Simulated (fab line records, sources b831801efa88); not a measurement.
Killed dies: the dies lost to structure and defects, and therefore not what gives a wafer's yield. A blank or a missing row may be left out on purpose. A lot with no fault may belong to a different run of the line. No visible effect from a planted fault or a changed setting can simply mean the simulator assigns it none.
Which tool is to blame? | flow sky130 | 42 wafers from 14 lots sampled at 5 of the route's 708 steps

WHAT THE GAUGES SHOWED, per wafer
SKY_CONTACT_RS_MEAS_25: a four-point-probe measurement. Usual: CONTACT_W_RS gives 0.339 ohm/sq (standard deviation 0.005).
lot  | measured     | on           | CONTACT_W_RS (ohm/sq) | flag
L256 | day 31 12:34 | filmMetro-02 | 0.335 0.340 0.332     | 
L259 | day 32 01:56 | filmMetro-01 | 0.332 0.336 0.339     | 
L258 | day 32 07:54 | filmMetro-01 | 0.345 0.346 0.334     | 
L260 | day 32 12:15 | filmMetro-01 | 0.343 0.348 0.339     | 
L261 | day 32 15:27 | filmMetro-01 | 0.345 0.335 0.346     | 
L263 | day 33 22:58 | filmMetro-01 | 0.332 0.335 0.344     | 
L266 | day 34 19:08 | filmMetro-02 | 0.329 0.333 0.347     | 
L274 | day 37 01:32 | filmMetro-01 | 0.350 0.344 0.350     | 
L275 | day 37 11:17 | filmMetro-01 | 0.339 0.341 0.337     | 
L276 | day 38 04:27 | filmMetro-04 | 0.342 0.338 0.338     | 
L277 | day 38 06:14 | filmMetro-01 | 0.341 0.343 0.343     | 
L279 | day 39 02:23 | filmMetro-02 | 0.343 0.341 0.345     | 

SKY_METAL1_RS_MEAS_05: a four-point-probe measurement. Usual: METAL1_ALCU_RS gives 0.1268 ohm/sq (standard deviation 0.0014).
lot  | measured     | on           | METAL1_ALCU_RS (ohm/sq) | flag
L256 | day 31 13:11 | filmMetro-02 | 0.1256 0.1241 0.1237    | 
L259 | day 32 02:35 | filmMetro-01 | 0.1258 0.1270 0.1272    | 
L258 | day 32 08:31 | filmMetro-01 | 0.1263 0.1277 0.1277    | 
L260 | day 32 12:52 | filmMetro-02 | 0.1274 0.1268 0.1277    | 
L261 | day 32 16:04 | filmMetro-02 | 0.1264 0.1249 0.1255    | 
L263 | day 33 23:35 | filmMetro-02 | 0.1272 0.1267 0.1278    | 
L266 | day 34 19:45 | filmMetro-02 | 0.1245 0.1259 0.1245    | 
L274 | day 37 02:09 | filmMetro-01 | 0.1267 0.1232 0.1263    | 
L275 | day 37 11:55 | filmMetro-02 | 0.1283 0.1276 0.1266    | 
L276 | day 38 05:04 | filmMetro-03 | 0.1287 0.1275 0.1286    | 
L277 | day 38 06:51 | filmMetro-01 | 0.1292 0.1261 0.1287    | 
L279 | day 39 03:08 | filmMetro-02 | 0.1286 0.1271 0.1275    | 

TOOL THAT RAN EACH LOT (tool first, then ch and the chambers of the sampled wafers, then the start)
lot  | SKY_POLY_GATE_ETCH_17           | SKY_POLY_GATE_STRIP_18              | SKY_METAL1_SPUTTER_02
L256 | rieSi-02 ch 0,1,2, day 16 00:05 | plasmaAsher-03 ch 0,1, day 16 00:09 | pvdSputter-04, day 31 13:04
L259 | rieSi-01 ch 0,1,2, day 16 23:23 | plasmaAsher-04 ch 0, day 16 23:26   | pvdSputter-03, day 32 02:30
L258 | rieSi-02 ch 0,2,3, day 16 23:44 | plasmaAsher-02 ch 0,1, day 16 23:47 | pvdSputter-01, day 32 08:25
L260 | rieSi-02 ch 0,3, day 17 13:29   | plasmaAsher-02 ch 0,1, day 17 13:33 | pvdSputter-03, day 32 12:46
L261 | rieSi-01 ch 0,2,3, day 17 14:26 | plasmaAsher-04 ch 0,1, day 17 14:30 | pvdSputter-04, day 32 15:59
L263 | rieSi-01 ch 2,3, day 19 00:23   | plasmaAsher-04 ch 0,1, day 19 00:27 | pvdSputter-03, day 33 23:29
L264 | rieSi-02 ch 0,1, day 19 00:44   | plasmaAsher-02 ch 0,1, day 19 00:48 | -
L265 | rieSi-01 ch 2,3, day 19 13:56   | plasmaAsher-02 ch 0,1, day 19 14:01 | -
L266 | rieSi-01 ch 2,3, day 20 05:44   | plasmaAsher-02 ch 0, day 20 05:47   | pvdSputter-04, day 34 19:38
L274 | rieSi-01 ch 0,2, day 22 20:44   | plasmaAsher-02 ch 1, day 22 20:47   | pvdSputter-01, day 37 02:04
L275 | rieSi-02 ch 1,2,3, day 23 06:17 | plasmaAsher-03 ch 0,1, day 23 06:20 | pvdSputter-03, day 37 11:49
L276 | rieSi-01 ch 0,2,3, day 24 00:05 | plasmaAsher-03 ch 0,1, day 24 00:08 | pvdSputter-04, day 38 04:59
L277 | rieSi-02 ch 0,2, day 24 04:50   | plasmaAsher-02 ch 0,1, day 24 04:55 | pvdSputter-01, day 38 06:43
L279 | rieSi-02 ch 0,3, day 24 20:32   | plasmaAsher-04 ch 0, day 24 20:35   | pvdSputter-04, day 39 03:01
- SKY_POLY_GATE_ETCH_17: etches poly-Si in HBr/Cl2, stops on SiO2, target depth 180 nm, time 70.5 s.
- SKY_POLY_GATE_STRIP_18: strips in O2/N2.
- SKY_METAL1_SPUTTER_02: material AlCu, target thk 250 nm, time 13.3 s.

WHAT THE TOOLS THEMSELVES READ (means of the sampled wafers that have a number; where no wafer has one, the mark that the record gives instead)
SKY_POLY_GATE_ETCH_17. Usual: HBr_flow_sccm 149.9 sccm, standard deviation 0.47; biasW 100.04 W, standard deviation 0.3; drypumpMotorCurrentA 5.5 A, standard deviation 0.4; oesProductAu 0.990 a.u., standard deviation 0.0073; throttleValvePct 33.686 %, standard deviation 0.0087.
lot  | tool     | HBr_flow_sccm (sccm) | biasW (W) | drypumpMotorCurrentA (A) | oesProductAu (a.u.) | throttleValvePct (%) | flag
L256 | rieSi-02 | 150.4                | 99.92     | 5.1                      | 0.986               | 33.679               | 
L259 | rieSi-01 | 150.1                | 100.02    | 5.7                      | 0.986               | 33.689               | 
L258 | rieSi-02 | 149.9                | 100.00    | 5.3                      | 0.985               | 33.675               | 
L260 | rieSi-02 | 150.3                | 99.84     | 5.2                      | 0.993               | 33.679               | 
L261 | rieSi-01 | 150.0                | 100.13    | 5.7                      | 0.993               | 33.694               | 
L263 | rieSi-01 | 150.1                | 99.97     | 5.7                      | 0.991               | 33.696               | 
L264 | rieSi-02 | -                    | -         | -                        | -                   | -                    | OFF
L265 | rieSi-01 | -                    | -         | -                        | -                   | -                    | OFF
L266 | rieSi-01 | 150.5                | 100.17    | 5.7                      | 0.988               | 33.683               | 
L274 | rieSi-01 | 150.0                | 100.19    | 5.5                      | 0.986               | 33.681               | 
L275 | rieSi-02 | 149.7                | 100.10    | 5.4                      | 0.992               | 33.699               | 
L276 | rieSi-01 | 149.9                | 99.82     | 5.7                      | 0.996               | 33.689               | 
L277 | rieSi-02 | 149.4                | 100.21    | 5.3                      | 0.995               | 33.681               | 
L279 | rieSi-02 | 149.7                | 99.94     | 5.0                      | 0.997               | 33.696               | 

SKY_POLY_GATE_STRIP_18. Usual: drypumpMotorCurrentA 5.62 A, standard deviation 0.27; oesProductAu 0.360 a.u., standard deviation 0.0048; stripTimeToEndpointS 3.16 s, standard deviation 0.036.
lot  | tool           | drypumpMotorCurrentA (A) | oesProductAu (a.u.) | stripTimeToEndpointS (s) | flag
L256 | plasmaAsher-03 | 5.49                     | 0.362               | 3.14                     | 
L259 | plasmaAsher-04 | 5.88                     | 0.357               | 3.15                     | 
L258 | plasmaAsher-02 | 5.36                     | 0.359               | 3.15                     | 
L260 | plasmaAsher-02 | 5.36                     | 0.358               | 3.11                     | 
L261 | plasmaAsher-04 | 5.91                     | 0.361               | 3.12                     | 
L263 | plasmaAsher-04 | 5.96                     | 0.357               | 3.13                     | 
L264 | plasmaAsher-02 | 5.34                     | 0.406               | 4.21                     | OFF
L265 | plasmaAsher-02 | 5.33                     | 0.407               | 4.22                     | OFF
L266 | plasmaAsher-02 | 5.33                     | 0.358               | 3.15                     | 
L274 | plasmaAsher-02 | 5.41                     | 0.358               | 3.13                     | 
L275 | plasmaAsher-03 | 5.63                     | 0.360               | 3.19                     | 
L276 | plasmaAsher-03 | 5.52                     | 0.366               | 3.19                     | 
L277 | plasmaAsher-02 | 5.35                     | 0.363               | 3.23                     | 
L279 | plasmaAsher-04 | 5.88                     | 0.364               | 3.12                     | 

SKY_METAL1_SPUTTER_02. Usual: 29.3 % for throttleValvePct, sd 0.54.
lot  | tool          | throttleValvePct (%) | flag
L256 | pvdSputter-04 | 29.1                 | 
L259 | pvdSputter-03 | 28.8                 | 
L258 | pvdSputter-01 | 29.8                 | 
L260 | pvdSputter-03 | 28.7                 | 
L261 | pvdSputter-04 | 29.5                 | 
L263 | pvdSputter-03 | 28.8                 | 
L266 | pvdSputter-04 | 29.2                 | 
L274 | pvdSputter-01 | 29.6                 | 
L275 | pvdSputter-03 | 28.6                 | 
L276 | pvdSputter-04 | 29.7                 | 
L277 | pvdSputter-01 | 29.8                 | 
L279 | pvdSputter-04 | 29.5                 | 

THE ANSWER, worked out from the rows above alone
Rule: a lot is off if the mean of its wafers that have a number lies more than 3 standard deviations from the usual mean. Also off: a lot with no number at a reading for which 4 or more lots have one. Where the step has rows for the other lots, those lots are counted as sound. First the gauges in route order, then the tools' own readings, where a lot's mean is used as printed above. The first step at which some lot is off is used, and at that step the reading that is off furthest; a lot without a number counts as furthest.
Off: L264, L265, at SKY_POLY_GATE_ETCH_17 (HBr_flow_sccm). Without a number there: L264, L265.
If a tool, at that step or one of the process steps before it, ran each lot that is off and ran no sound lot following the first of them, it fits. No candidate that was tried fits.

WHAT WAS PUT IN BY THE SIMULATOR
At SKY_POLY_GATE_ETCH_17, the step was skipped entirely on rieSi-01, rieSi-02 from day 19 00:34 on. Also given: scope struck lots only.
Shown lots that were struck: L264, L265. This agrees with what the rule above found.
